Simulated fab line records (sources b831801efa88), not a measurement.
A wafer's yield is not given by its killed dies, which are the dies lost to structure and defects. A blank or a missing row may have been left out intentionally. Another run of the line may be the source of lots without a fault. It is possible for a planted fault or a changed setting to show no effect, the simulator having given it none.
Which tool was responsible?	flow sky130	6 lots with 18 wafers sampled at 4 steps, on a route of 708 steps

== WHAT THE GAUGES SHOWED, per wafer ==
SKY_PAD_OPEN_BOW_MEAS_13.
lot	measured	on	PAD_OPEN_BOW (um)
L281	day 46 06:53	film-metro-01	61 41 44
L283	day 46 18:53	film-metro-01	44 43 47
L287	day 47 20:35	film-metro-03	53 68 52
L291	day 48 18:56	film-metro-04	42 61 40
L293	day 49 05:28	film-metro-04	45 49 47
L296	day 49 20:14	film-metro-04	41 34 45

== EACH LOT AND THE TOOL THAT RAN IT (in order: tool; ch and the chambers of the sampled wafers; start) ==
lot	SKY_CAPM_METAL_ETCH_13	SKY_VIA4_CMP_02	SKY_METAL5_SPUTTER_02
L281	rie-metal-04 ch 0,1, day 37 22:02	cmp-01 ch 0,1,3, day 42 08:13	pvd-sputter-04, day 43 09:23
L283	rie-metal-01 ch 0,1, day 38 17:43	cmp-01 ch 0,1,2, day 43 01:07	pvd-sputter-03, day 44 00:19
L287	rie-metal-02 ch 0,1, day 39 23:25	cmp-01 ch 1,2,3, day 44 04:12	pvd-sputter-03, day 45 04:10
L291	rie-metal-02 ch 0,1, day 41 03:02	cmp-02 ch 0,2,3, day 45 05:15	pvd-sputter-01, day 46 04:40
L293	rie-metal-01 ch 0,1, day 41 16:16	cmp-02 ch 0,1,3, day 45 18:30	pvd-sputter-01, day 46 16:49
L296	rie-metal-01 ch 0,1, day 42 12:13	cmp-01 ch 0,2, day 46 11:35	pvd-sputter-01, day 47 09:25
- SKY_CAPM_METAL_ETCH_13: etches TiN in Cl2/BCl3, stops on SiO2, target depth 220 nm, time 62.9 s.
- SKY_VIA4_CMP_02: polishes SiO2.
- SKY_METAL5_SPUTTER_02: material AlCu, target thk 1150 nm, time 61.2 s.

== THE ANSWER, worked out from the rows above alone ==
Rule: what is usual is taken from the lots themselves. The widest of any qualifying gaps counts: lots, ordered by their means at a reading, are off when they make up no more than a third of the lots, leave a main group of 4 or more, and stand apart from it by 3 or more times the standard deviation of that group's means. If all means in a main group match to the digits the tables above print for the reading, that group is not used. A lot without any number at a reading at which 4 lots or more have one is off too. All remaining lots with rows at the step are treated as sound.
No lot is off on any of the readings shown, so nothing can be concluded from this.

== WHAT THE SIMULATOR HAD PUT IN ==
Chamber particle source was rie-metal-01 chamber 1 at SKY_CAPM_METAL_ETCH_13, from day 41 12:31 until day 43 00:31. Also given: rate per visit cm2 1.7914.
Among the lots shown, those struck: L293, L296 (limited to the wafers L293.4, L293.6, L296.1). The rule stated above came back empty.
